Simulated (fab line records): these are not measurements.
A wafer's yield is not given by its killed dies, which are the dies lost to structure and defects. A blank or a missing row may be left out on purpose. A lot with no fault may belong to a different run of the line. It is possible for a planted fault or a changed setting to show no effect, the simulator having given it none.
Code-filled problem report in 8D (eight disciplines) form / flow gf180mcu / the parts of the form that need people (team, actions taken, sign-off) are left out

1. THE ISSUE
Wafers with no fault read 0.859 a.u. with a standard deviation of 0.0045, whereas oes-product-au at GF_V5_ETCH_17 reads a mean of 0.990 a.u. on 1 wafer of 1 lot. That is +29 standard deviations from the usual mean.
The step: etches SiO2 in C4F8/O2/Ar, stops on TiN, target depth 855 nm.
The step gives no start for some of these wafers. Wafers with a number at this step in the record: 36, from 12 lots. Rule for "out", or "out of limits": more than 4 standard deviations from the usual mean. The other wafers with a number count as sound.

2. WHAT THIS IS AND IS NOT
question=which readings at this step; is=oes-product-au; is not=-
question=which lots; is=L885; is not=L871, L872, L873, L874, L876, L877, L887, L890, L891, L893, L894
question=which wafers of those lots; is=L885.5; is not=L885.4, L885.6
question=read on which tools; is=rie-diel-02; is not=rie-diel-03, rie-diel-04

3. WHAT RULES OUT EACH SUSPECT
Counting: if a tool at a process step up to the reading ran every lot that is out, it stays a suspect. Sound lots after the first of them don't rule it out here, since some wafers of a struck lot are sound.
- pecvd-03 at GF_V4_CVD_02 (deposits SiO2 from TEOS, target thk 850 nm, time 94.851 s): kept. It ran the lot that is out, L885 (day 28 04:59); its last sound lot up to then is L876 (day 25 13:06).
- cmp-01 at GF_V5_CMP_04 (polishes SiO2): kept. It ran the lot that is out, L885 (day 30 17:00); its last sound lot up to then is L877 (day 28 07:55).
- rie-diel-02 at GF_V5_ETCH_17 (etches SiO2 in C4F8/O2/Ar, stops on TiN, target depth 855 nm): kept. It ran the lot that is out, L885 (day 31 12:27); its last sound lot up to then is L876 (day 29 02:42). Its own oes-product-au readings are out on those wafers. GF_V5_ETCH_17: start missing for some lots; hours and lot order therefore follow GF_V5_CVD_23.
- pecvd-03, GF_V4_CVD_02: wafers that are out in chamber 2, sound lot-mates in chambers 0, 1.
- At GF_V5_ETCH_17 on rie-diel-02, chamber 1 took the sound wafers of the same lots and chamber 2 took the wafers that are out.
Still standing after the count: pecvd-03 at GF_V4_CVD_02, cmp-01 at GF_V5_CMP_04, rie-diel-02 at GF_V5_ETCH_17.

4. THE CAUSE (what the simulator had put in)
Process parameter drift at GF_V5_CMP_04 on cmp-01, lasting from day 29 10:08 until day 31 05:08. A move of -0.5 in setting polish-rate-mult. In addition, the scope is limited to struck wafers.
Counting left 3 suspects, and this tool is among them.

5. THE CHAIN OF EFFECTS, in route order
One row per reading whose mean, taken over the struck wafers that have a number, lies over 3 standard deviations from the usual. Only readings whose record carries a usual standard deviation are examined. hours: median over the lots of the time between each lot's start at the first step of this table that gives one and its start at this step. sigmas: the change, counted in usual standard deviations.
hours=-; step=GF_V5_ETCH_17; reading=oes-product-au; usual=0.859 a.u.; on struck wafers=0.990; change=+0.131; sigmas=+29
Here are the process steps it includes:
- GF_V5_ETCH_17: etches SiO2 in C4F8/O2/Ar, stops on TiN, target depth 855 nm.

6. WHAT WOULD HAVE CAUGHT IT SOONER
No tool reading at GF_V5_CMP_04 that has a usual standard deviation in the record was out on any struck wafer, so an alarm limit of 4 standard deviations on those readings would not have fired.
